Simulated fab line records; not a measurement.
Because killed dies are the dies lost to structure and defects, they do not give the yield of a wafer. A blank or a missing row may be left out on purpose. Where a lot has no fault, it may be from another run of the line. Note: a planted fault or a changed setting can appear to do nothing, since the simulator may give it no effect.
fab line records / flow sfq-line
record: lots: 5 wafers: 15 last-day: 86
route steps=325 shown M8@317
lots with no fault: from the same line, run without faults
start-h: start of the lot's first displayed wafer, in hours after the record's first day / wait-h: hours since the lot's step before / " same as the row above / L1.1+2: one row covering several wafers at once / - value missing, or start not given / * or withheld: withheld / < > ~ a bound
route shown NAME@n: NAME is a module with steps in the file, n the number in the route of the first one / usual: mean/standard deviation taken from wafers without a fault / same: alike in all rows / chamber/n: place in a boat / sites: readings site by site / _std_site: standard deviation across them / _edge_site: outer sites' mean less inner sites' / radius-mm: how far each site lies from the wafer's centre / mask NAME#n: copy n / behind: the most recent tool/chamber to have shaped the wafer / hold: reason for holding the lot/hours on hold/outcome of the hold / device: which transistor (n, p or np) failed to switch / end of line: tests of these same wafers at the route's end / a step without rows: its recipe alone / killed: dies that structure and defects cost at the first sort, which is not the same as the wafer's yield / map: per-die view of a wafer (x killed, . not killed, _ where there is no die)
set.NAME: the setting as run; set.NAME@STEP: as run at that earlier step / model.NAME: the simulator's own value behind a step, which no gauge read
lots seen at some steps along the route; tables by step, rows by wafer
services: from which hour (start-h, from the record's first day; less than 0 if before it) a tool's chamber was out of use, for how many hours, and why
== steps ==
step: SFQ_TRILAYER_M8_LITHO_DEVELOP_195
recipe: img-clear-s: 15 time-s: 55 resist: KrF
lot.wafer=L076.2+5+6 tool=litho-track-03 chamber=0 start-h=1974.60 wait-h=0.1
lot.wafer=L079.1+2+5 tool=litho-track-01 chamber=0 start-h=1990.18 wait-h=0.1
lot.wafer=L081.1+3+5 tool=litho-track-03 chamber=0 start-h=2020.31 wait-h=0.1
lot.wafer=L085.1+4+5 tool=litho-track-01 chamber=0 start-h=2037.44 wait-h=0.1
lot.wafer=L094.2+3+6 tool=litho-track-03 chamber=0 start-h=2063.97 wait-h=0.1
step: SFQ_M8_OVL_MEAS_948
usual: M8_OVL: 2/6
lot.wafer=L076.2 tool=overlay-02 chamber=- start-h=1974.73 wait-h=0.1 M8_OVL[nm]=-4
lot.wafer=L076.5 tool=overlay-02 chamber=- start-h=1974.73 wait-h=0.1 M8_OVL[nm]=2
lot.wafer=L076.6 tool=overlay-02 chamber=- start-h=1974.73 wait-h=0.1 M8_OVL[nm]=-4
lot.wafer=L079.1 tool=overlay-02 chamber=- start-h=1990.32 wait-h=0.1 M8_OVL[nm]=2
lot.wafer=L079.2 tool=overlay-02 chamber=- start-h=1990.32 wait-h=0.1 M8_OVL[nm]=-10
lot.wafer=L079.5 tool=overlay-02 chamber=- start-h=1990.32 wait-h=0.1 M8_OVL[nm]=9
lot.wafer=L081.1 tool=overlay-01 chamber=- start-h=2020.45 wait-h=0.1 M8_OVL[nm]=8
lot.wafer=L081.3 tool=overlay-01 chamber=- start-h=2020.45 wait-h=0.1 M8_OVL[nm]=9
lot.wafer=L081.5 tool=overlay-01 chamber=- start-h=2020.45 wait-h=0.1 M8_OVL[nm]=8
lot.wafer=L085.1 tool=overlay-01 chamber=- start-h=2037.58 wait-h=0.1 M8_OVL[nm]=0
lot.wafer=L085.4 tool=overlay-01 chamber=- start-h=2037.58 wait-h=0.1 M8_OVL[nm]=7
lot.wafer=L085.5 tool=overlay-01 chamber=- start-h=2037.58 wait-h=0.1 M8_OVL[nm]=0
lot.wafer=L094.2 tool=overlay-01 chamber=- start-h=2064.09 wait-h=0.1 M8_OVL[nm]=5
lot.wafer=L094.3 tool=overlay-01 chamber=- start-h=2064.09 wait-h=0.1 M8_OVL[nm]=13
lot.wafer=L094.6 tool=overlay-01 chamber=- start-h=2064.09 wait-h=0.1 M8_OVL[nm]=14
step: SFQ_TRILAYER_M8_DEP_EVAP_197
recipe: material: Ti angular-spread-deg: 1 target-thk-nm: 20 time-s: 100 power-w: 2000
lot.wafer=L076.2+5+6 tool=pvd-sputter-02 chamber=- start-h=1974.76 wait-h=0.0
lot.wafer=L079.1+2+5 tool=pvd-sputter-01 chamber=- start-h=1990.36 wait-h=0.0
lot.wafer=L081.1+3+5 tool=pvd-sputter-02 chamber=- start-h=2020.48 wait-h=0.0
lot.wafer=L085.1+4+5 tool=pvd-sputter-02 chamber=- start-h=2037.62 wait-h=0.0
lot.wafer=L094.2+3+6 tool=pvd-sputter-01 chamber=- start-h=2064.12 wait-h=0.0
step: SFQ_TRILAYER_M8_DEP_EVAP_198
recipe: material: Pt angular-spread-deg: 1 target-thk-nm: 50 time-s: 250 power-w: 2000
lot.wafer=L076.2+5+6 tool=pvd-sputter-02 chamber=- start-h=1974.83 wait-h=0.0
lot.wafer=L079.1+2+5 tool=pvd-sputter-01 chamber=- start-h=1990.43 wait-h=0.0
lot.wafer=L081.1+3+5 tool=pvd-sputter-02 chamber=- start-h=2020.56 wait-h=0.0
lot.wafer=L085.1+4+5 tool=pvd-sputter-02 chamber=- start-h=2037.69 wait-h=0.0
lot.wafer=L094.2+3+6 tool=pvd-sputter-01 chamber=- start-h=2064.19 wait-h=0.0
step: SFQ_TRILAYER_M8_DEP_EVAP_196
recipe: material: Au angular-spread-deg: 1 target-thk-nm: 180 time-s: 900 power-w: 2000
lot.wafer=L076.2+5+6 tool=pvd-sputter-02 chamber=- start-h=1974.99 wait-h=0.1
lot.wafer=L079.1+2+5 tool=pvd-sputter-01 chamber=- start-h=1990.59 wait-h=0.1
lot.wafer=L081.1+3+5 tool=pvd-sputter-02 chamber=- start-h=2020.71 wait-h=0.1
lot.wafer=L085.1+4+5 tool=pvd-sputter-02 chamber=- start-h=2037.85 wait-h=0.1
lot.wafer=L094.2+3+6 tool=pvd-sputter-01 chamber=- start-h=2064.35 wait-h=0.1
step: SFQ_M8_RS_MEAS_949
recipe: thk-meas-gauge: four-point-probe reads: Au_of_TRILAYER_M8_DEP_EVAP_196+Pt_of_TRILAYER_M8_DEP_EVAP_198+Ti_of_TRILAYER_M8_DEP_EVAP_197
usual: M8_AU_RS: 0.1541/0.0014
lot.wafer=L076.2 tool=film-metro-02 chamber=- start-h=1975.52 wait-h=0.3 M8_AU_RS[ohm/sq]=0.1544
lot.wafer=L076.5 tool=film-metro-02 chamber=- start-h=1975.52 wait-h=0.3 M8_AU_RS[ohm/sq]=0.1546
lot.wafer=L076.6 tool=film-metro-02 chamber=- start-h=1975.52 wait-h=0.3 M8_AU_RS[ohm/sq]=0.1547
lot.wafer=L079.1 tool=film-metro-02 chamber=- start-h=1991.10 wait-h=0.3 M8_AU_RS[ohm/sq]=0.1536
lot.wafer=L079.2 tool=film-metro-02 chamber=- start-h=1991.10 wait-h=0.3 M8_AU_RS[ohm/sq]=0.1526
lot.wafer=L079.5 tool=film-metro-02 chamber=- start-h=1991.10 wait-h=0.3 M8_AU_RS[ohm/sq]=0.1540
lot.wafer=L081.1 tool=film-metro-03 chamber=- start-h=2021.23 wait-h=0.3 M8_AU_RS[ohm/sq]=0.1543
lot.wafer=L081.3 tool=film-metro-03 chamber=- start-h=2021.23 wait-h=0.3 M8_AU_RS[ohm/sq]=0.1549
lot.wafer=L081.5 tool=film-metro-03 chamber=- start-h=2021.23 wait-h=0.3 M8_AU_RS[ohm/sq]=0.1558
lot.wafer=L085.1 tool=film-metro-02 chamber=- start-h=2038.36 wait-h=0.3 M8_AU_RS[ohm/sq]=0.1538
lot.wafer=L085.4 tool=film-metro-02 chamber=- start-h=2038.36 wait-h=0.3 M8_AU_RS[ohm/sq]=0.1544
lot.wafer=L085.5 tool=film-metro-02 chamber=- start-h=2038.36 wait-h=0.3 M8_AU_RS[ohm/sq]=0.1522
lot.wafer=L094.2 tool=film-metro-04 chamber=- start-h=2064.88 wait-h=0.3 M8_AU_RS[ohm/sq]=0.1544
lot.wafer=L094.3 tool=film-metro-04 chamber=- start-h=2064.88 wait-h=0.3 M8_AU_RS[ohm/sq]=0.1552
lot.wafer=L094.6 tool=film-metro-04 chamber=- start-h=2064.88 wait-h=0.3 M8_AU_RS[ohm/sq]=0.1548
step: SFQ_M8_THK_MEAS_950
recipe: thk-meas-gauge: xrf reads: Au_of_TRILAYER_M8_DEP_EVAP_196
usual: M8_AU_THK: 178.1/1.5
lot.wafer=L076.2 tool=film-metro-02 chamber=- start-h=1975.63 wait-h=0.1 M8_AU_THK[nm]=179.2
lot.wafer=L076.5 tool=film-metro-02 chamber=- start-h=1975.63 wait-h=0.1 M8_AU_THK[nm]=178.8
lot.wafer=L076.6 tool=film-metro-02 chamber=- start-h=1975.63 wait-h=0.1 M8_AU_THK[nm]=178.8
lot.wafer=L079.1 tool=film-metro-02 chamber=- start-h=1991.22 wait-h=0.1 M8_AU_THK[nm]=180.4
lot.wafer=L079.2 tool=film-metro-02 chamber=- start-h=1991.22 wait-h=0.1 M8_AU_THK[nm]=181.8
lot.wafer=L079.5 tool=film-metro-02 chamber=- start-h=1991.22 wait-h=0.1 M8_AU_THK[nm]=178.8
lot.wafer=L081.1 tool=film-metro-03 chamber=- start-h=2021.35 wait-h=0.1 M8_AU_THK[nm]=177.1
lot.wafer=L081.3 tool=film-metro-03 chamber=- start-h=2021.35 wait-h=0.1 M8_AU_THK[nm]=177.1
lot.wafer=L081.5 tool=film-metro-03 chamber=- start-h=2021.35 wait-h=0.1 M8_AU_THK[nm]=175.0
lot.wafer=L085.1 tool=film-metro-02 chamber=- start-h=2038.48 wait-h=0.1 M8_AU_THK[nm]=179.0
lot.wafer=L085.4 tool=film-metro-02 chamber=- start-h=2038.48 wait-h=0.1 M8_AU_THK[nm]=178.0
lot.wafer=L085.5 tool=film-metro-02 chamber=- start-h=2038.48 wait-h=0.1 M8_AU_THK[nm]=180.2
lot.wafer=L094.2 tool=film-metro-04 chamber=- start-h=2064.99 wait-h=0.1 M8_AU_THK[nm]=177.1
lot.wafer=L094.3 tool=film-metro-04 chamber=- start-h=2064.99 wait-h=0.1 M8_AU_THK[nm]=175.7
lot.wafer=L094.6 tool=film-metro-04 chamber=- start-h=2064.99 wait-h=0.1 M8_AU_THK[nm]=175.6
step: SFQ_TRILAYER_M8_LIFTOFF_LIFTOFF_197
recipe: temp-c: 80 time-s: 600 chemistry: NMP
usual: temp-c: 79.99/0.14
lot.wafer=L076.2 tool=wet-bench-04 chamber=1 start-h=1975.68 wait-h=0.0 temp-c=79.92
lot.wafer=L076.5 tool=wet-bench-04 chamber=5 start-h=1975.68 wait-h=0.0 temp-c=80.05
lot.wafer=L076.6 tool=wet-bench-04 chamber=0 start-h=1975.68 wait-h=0.0 temp-c=79.94
lot.wafer=L079.1 tool=wet-bench-04 chamber=2 start-h=1991.28 wait-h=0.1 temp-c=80.07
lot.wafer=L079.2 tool=wet-bench-04 chamber=3 start-h=1991.28 wait-h=0.1 temp-c=80.21
lot.wafer=L079.5 tool=wet-bench-04 chamber=5 start-h=1991.28 wait-h=0.1 temp-c=79.86
lot.wafer=L081.1 tool=wet-bench-04 chamber=7 start-h=2021.41 wait-h=0.1 temp-c=80.11
lot.wafer=L081.3 tool=wet-bench-04 chamber=4 start-h=2021.41 wait-h=0.1 temp-c=79.94
lot.wafer=L081.5 tool=wet-bench-04 chamber=0 start-h=2021.41 wait-h=0.1 temp-c=80.02
lot.wafer=L085.1 tool=wet-bench-04 chamber=3 start-h=2038.54 wait-h=0.1 temp-c=80.03
lot.wafer=L085.4 tool=wet-bench-04 chamber=6 start-h=2038.54 wait-h=0.1 temp-c=79.89
lot.wafer=L085.5 tool=wet-bench-04 chamber=4 start-h=2038.54 wait-h=0.1 temp-c=80.09
lot.wafer=L094.2 tool=wet-bench-04 chamber=1 start-h=2065.04 wait-h=0.0 temp-c=80.12
lot.wafer=L094.3 tool=wet-bench-04 chamber=0 start-h=2065.04 wait-h=0.0 temp-c=79.87
lot.wafer=L094.6 tool=wet-bench-04 chamber=7 start-h=2065.04 wait-h=0.0 temp-c=80.17
step: SFQ_M8_BOW_MEAS_951
recipe: mode: bow
usual: M8_BOW: 5/12
lot.wafer=L076.2 tool=film-metro-04 chamber=- start-h=1975.88 wait-h=0.0 M8_BOW[um]=8
lot.wafer=L076.5 tool=film-metro-04 chamber=- start-h=1975.88 wait-h=0.0 M8_BOW[um]=6
lot.wafer=L076.6 tool=film-metro-04 chamber=- start-h=1975.88 wait-h=0.0 M8_BOW[um]=9
lot.wafer=L079.1 tool=film-metro-04 chamber=- start-h=1991.46 wait-h=0.0 M8_BOW[um]=6
lot.wafer=L079.2 tool=film-metro-04 chamber=- start-h=1991.46 wait-h=0.0 M8_BOW[um]=15
lot.wafer=L079.5 tool=film-metro-04 chamber=- start-h=1991.46 wait-h=0.0 M8_BOW[um]=25
lot.wafer=L081.1 tool=film-metro-04 chamber=- start-h=2021.58 wait-h=0.0 M8_BOW[um]=-12
lot.wafer=L081.3 tool=film-metro-04 chamber=- start-h=2021.58 wait-h=0.0 M8_BOW[um]=-8
lot.wafer=L081.5 tool=film-metro-04 chamber=- start-h=2021.58 wait-h=0.0 M8_BOW[um]=-17
lot.wafer=L085.1 tool=film-metro-04 chamber=- start-h=2038.72 wait-h=0.0 M8_BOW[um]=-3
lot.wafer=L085.4 tool=film-metro-04 chamber=- start-h=2038.72 wait-h=0.0 M8_BOW[um]=-19
lot.wafer=L085.5 tool=film-metro-04 chamber=- start-h=2038.72 wait-h=0.0 M8_BOW[um]=-9
lot.wafer=L094.2 tool=film-metro-02 chamber=- start-h=2065.24 wait-h=0.0 M8_BOW[um]=9
lot.wafer=L094.3 tool=film-metro-02 chamber=- start-h=2065.24 wait-h=0.0 M8_BOW[um]=18
lot.wafer=L094.6 tool=film-metro-02 chamber=- start-h=2065.24 wait-h=0.0 M8_BOW[um]=3
== services ==
tool=pvd-sputter-02 chamber=1 start-h=1959.50 hours=- kind=consumable-replace:kit
tool=pvd-sputter-02 chamber=1 start-h=1959.50 hours=18.0 kind=scheduled-down
tool=pvd-sputter-02 chamber=1 start-h=1959.50 hours=18.0 kind=vent-cycle
tool=pvd-sputter-02 chamber=- start-h=1995.37 hours=22.5 kind=repair
tool=pvd-sputter-02 chamber=- start-h=2014.59 hours=3.9 kind=repair
tool=pvd-sputter-01 chamber=2 start-h=2043.19 hours=- kind=consumable-replace:kit
tool=pvd-sputter-01 chamber=2 start-h=2043.19 hours=18.0 kind=scheduled-down
tool=pvd-sputter-01 chamber=2 start-h=2043.19 hours=18.0 kind=vent-cycle
== key ==
fault none
